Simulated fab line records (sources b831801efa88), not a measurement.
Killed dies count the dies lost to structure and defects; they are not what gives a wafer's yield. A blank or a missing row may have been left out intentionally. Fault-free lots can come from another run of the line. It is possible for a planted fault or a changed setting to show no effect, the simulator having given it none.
Problem report, 8D (eight disciplines) form, completed by code | flow sky130 | the parts of the form that need people (team, actions taken, sign-off) are left out

## 1. WHAT IS WRONG
Across 6 wafers from 2 lots, VT_ADJUST_NCORE_TW at SKY_VT_ADJUST_NCORE_TW_MEAS_11 averages 228.2, while fault-free wafers read 219.9 with a standard deviation of 0.9. That is +9.2 standard deviations from the usual mean.
First observed at day 11 07:16: wafer L811.1, on filmMetro-04. At this step, 36 wafers from 12 lots have a number in the record. The rule behind "out" and "out of limits": a value lying over 4 standard deviations away from the usual mean. All remaining wafers that have a number are taken as sound.

## 2. WHAT IT IS AND WHAT IT IS NOT
question                    | is                         | is not
which readings at this step | VT_ADJUST_NCORE_TW         | -
which lots                  | L811, L812                 | L804, L806, L808, L818, L821, L822, L823, L824, L825, L826
which wafers of those lots  | all that have a number     | -
read on which gauges        | filmMetro-01, filmMetro-04 | filmMetro-03
when                        | from day 11 07:16          | up to then (9 sound wafers); but 21 sound wafers of L818, L821, L822, L823, L824, L825, L826 came after

## 3. THE SUSPECTS, EACH WITH WHAT RULES IT OUT
Counting: a tool at a process step up to the reading stays a suspect if it ran every lot that is out and no sound lot after the first of them.
- the gauge at SKY_VT_ADJUST_NCORE_TW_MEAS_11: ruled out. Those wafers that are out were read across 2 gauges (filmMetro-01, filmMetro-04).
- rieSi-02 at SKY_FIELD_ISO_ETCH_17 (etches Si in HBr/Cl2/O2, target depth 342 nm, time 97.7 s): ruled out as a lasting fault. After its first lot that is out, L811 (day 3 18:02), sound lots L818, L821, L823, L824, L826 ran on it.
- implanter-01 at SKY_VT_ADJUST_NCORE_IMPLANT_09: ruled out as a lasting fault. After its first lot that is out, L811 (day 11 07:01), sound lots L826 ran on it.
Left after counting: nothing in the record.

## 4. THE CAUSE (what the simulator had put in)
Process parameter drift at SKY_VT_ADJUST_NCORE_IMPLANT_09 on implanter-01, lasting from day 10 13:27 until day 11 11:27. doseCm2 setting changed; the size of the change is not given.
Counting ruled it out, wrongly: the rule takes a fault to strike every lot that its tool runs from its start on, and this one did not.

## 5. THE EFFECT CHAIN, in route order
Each row: a reading where the mean over the struck wafers with a number is more than 3 standard deviations away from the usual. Only readings whose record carries a usual standard deviation are examined. hours: median over the lots of the time between each lot's start at the first step of this table that gives one and its start at this step. sigmas: the change, counted in usual standard deviations.
hours | step                           | reading            | usual      | on struck wafers | change      | sigmas
0     | SKY_VT_ADJUST_NCORE_IMPLANT_09 | doseIonsCm2        | 2.3997e+12 | 2.7784e+12       | +3.7870e+11 | +99 or more
0     | SKY_VT_ADJUST_NCORE_IMPLANT_09 | faradayCurrentUA   | 13.56      | 15.59            | +2.03       | +8.1
0     | SKY_VT_ADJUST_NCORE_TW_MEAS_11 | VT_ADJUST_NCORE_TW | 219.9      | 228.2            | +8.2        | +9.2
It contains these process steps:
- SKY_VT_ADJUST_NCORE_IMPLANT_09
Later measuring or inspecting steps at which every struck wafer that the step has a row for has a number for every such reading, and none has moved that far: SKY_SONOS_ONO_CD_MEAS_13.

## 6. WHAT WOULD HAVE CAUGHT IT SOONER
18 hours passed between the start of the fault at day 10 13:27 and the first reading out of limits at a measuring or inspecting step in this record, taken at day 11 07:16.
At SKY_VT_ADJUST_NCORE_IMPLANT_09, the tool's own readings (doseIonsCm2, faradayCurrentUA) were out on each struck wafer the step has a row for, so an alarm limit on them would have fired on the first such wafer.
